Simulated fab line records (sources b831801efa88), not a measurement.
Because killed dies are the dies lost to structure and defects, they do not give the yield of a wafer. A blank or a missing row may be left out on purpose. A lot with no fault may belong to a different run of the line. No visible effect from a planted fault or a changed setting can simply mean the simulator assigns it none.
Struck lot and sound lot, side by side :: flow sky130 :: 16 out of 708 route steps
Sound: wafers L859.2, L859.3, L859.4. Struck: wafer L866.5. (L866.6 of the same lot was not struck and is left out.) The cause comes at the end.
Order at every step that has rows: each side's tool, ch and its chambers, its first start. Under that, the readings that differ: sound wafers :: struck wafers :: difference of the means :: sigmas: that difference in standard deviations of wafers without a fault.
alike: same words and numbers on both sides, and readings whose means sit less than 2 such deviations apart. not compared: any withheld reading, any reading some wafer has no value for, any bound like >300 that may hide the same value, and any number with overlapping values for which the record gives no deviation.
Wherever a step has rows on one side only, a row that says differs or no value, or a row with sigmas, the two part there. Numbers that don't overlap but have no deviation are shown without sigmas and don't part them. Lack of a reading on every wafer of one side parts them only where that side has two or more wafers.

first, 2 steps without rows for these wafers: SKY_METAL3_PEB_11; SKY_METAL3_DEVELOP_12 (develop time 60 s).
SKY_METAL3_CD_MEAS_13 targets a cd of 300 nm.
  struck on cd_sem-02, day 41 10:27; sound on cd_sem-02, day 39 00:00
  alike: cd_nm
SKY_METAL3_OVL_MEAS_14:
  struck on overlay-02, day 41 10:31; sound on overlay-02, day 39 00:07
reading: METAL3_OVL (nm)
sound: 7 4 9
struck: -4
difference: -11
sigmas: -2
SKY_METAL3_DESCUM_15: chemistry O2, time 8 s.
  sound on rie_metal-02 ch 0,1, day 39 00:08; struck on rie_metal-03 ch 1, day 41 10:32
  alike: drypump_motor_current_A, oes_product_au
  not compared: rf_hours_counter_h
SKY_METAL3_ETCH_16: etches BARC in N2/H2, stops on SiO2, time 88.2 s, target depth 60 nm.
  sound on rie_metal-02 ch 0,1, day 39 00:10; struck on rie_metal-03 ch 1, day 41 10:37
  alike: drypump_motor_current_A, oes_product_au, throttle_valve_pct
  not compared: rf_hours_counter_h
SKY_METAL3_ETCH_17: etches SiO2 in C4F8/O2/Ar, stops on TiN, time 3.9 s, target depth 15 nm.
  sound on rie_diel-02 ch 0,1,2, day 39 00:16; struck on rie_diel-01 ch 0, day 41 10:40
  alike: oes_product_au
  not compared: rf_hours_counter_h
SKY_METAL3_METAL_ETCH_18: etches the open film in Cl2/BCl3, stops on SiO2, target depth 845 nm, time 183.1 s.
  sound on rie_metal-01 ch 0,1, day 39 00:17; struck on rie_metal-02 ch 0, day 41 10:47
reading: drypump_motor_current_A (A)
sound: 6.5 6.5 5.7
struck: 5.0
difference: -1.2
sigmas: -3
  alike: oes_product_au, throttle_valve_pct
  not compared: rf_hours_counter_h
then, 4 steps without rows for these wafers: SKY_METAL3_STRIP_19 (strips in O2/N2); SKY_METAL3_STRIP_20 (strips in post etch residue remover, time 1200 s); SKY_METAL3_CLEAN_21 (cleans in IPA, time 180 s); SKY_METAL3_CLEAN_22 (cleans in O3/DIW).
SKY_VIA3_HDPCVD_00: deposits SiO2, target thk 1635 nm, time 272.5 s.
  sound on hdpcvd-01 ch 0,1, day 39 01:04; struck on hdpcvd-02 ch 2, day 41 11:31
reading: model.SiO2_of_VIA3_HDPCVD_00.thk_nm (nm)
sound: 1610 1610 1636
struck: 2120
difference: +501
sigmas: 
SKY_VIA3_THK_MEAS_01:
  struck on film_metro-03, day 41 11:53; sound on film_metro-03, day 39 01:14
reading: VIA3_HDPCVD_THK (nm)
sound: 1611 1610 1636
struck: 2119
difference: +500
sigmas: +29
  not compared: hold
SKY_VIA3_CMP_02: polishes SiO2.
  sound on cmp-01 ch 0,1,3, day 39 01:29; struck on cmp-02 ch 3, day 41 13:55
reading: hold
sound: - - -
struck: await_dispo/1.7h/release
difference: no value on the sound wafers
sigmas: 
  alike: motor_current_A
-- the record jumps here: 7 days lie between the struck wafers' starts before and after (it left off in module VIA3 and takes up again in module PAD_OPEN, whose first step shown is number 708 of the route) --
SKY_PAD_OPEN_PROBE_99:
  struck on prober-01, day 48 12:36; sound on prober-01, day 46 03:52
reading: hold
sound: - - -
struck: await_dispo/7.9h/release
difference: no value on the sound wafers
sigmas: 
  alike: defect_limited_yield, killed_at_M0_to_M3, killed_at_M4_up, killed_at_contacts, killed_at_front_end, killed_at_other, killed_dies, killed_open, killed_short, sort_bin_3_pad_short, sort_bin_5_function, sort_bin_6_memory, sort_n_pass, sort_yield_pct

== WHERE THEY PART ==
First at SKY_METAL3_OVL_MEAS_14; last, within this record, at SKY_PAD_OPEN_PROBE_99.

WHY: whatever the simulator had introduced
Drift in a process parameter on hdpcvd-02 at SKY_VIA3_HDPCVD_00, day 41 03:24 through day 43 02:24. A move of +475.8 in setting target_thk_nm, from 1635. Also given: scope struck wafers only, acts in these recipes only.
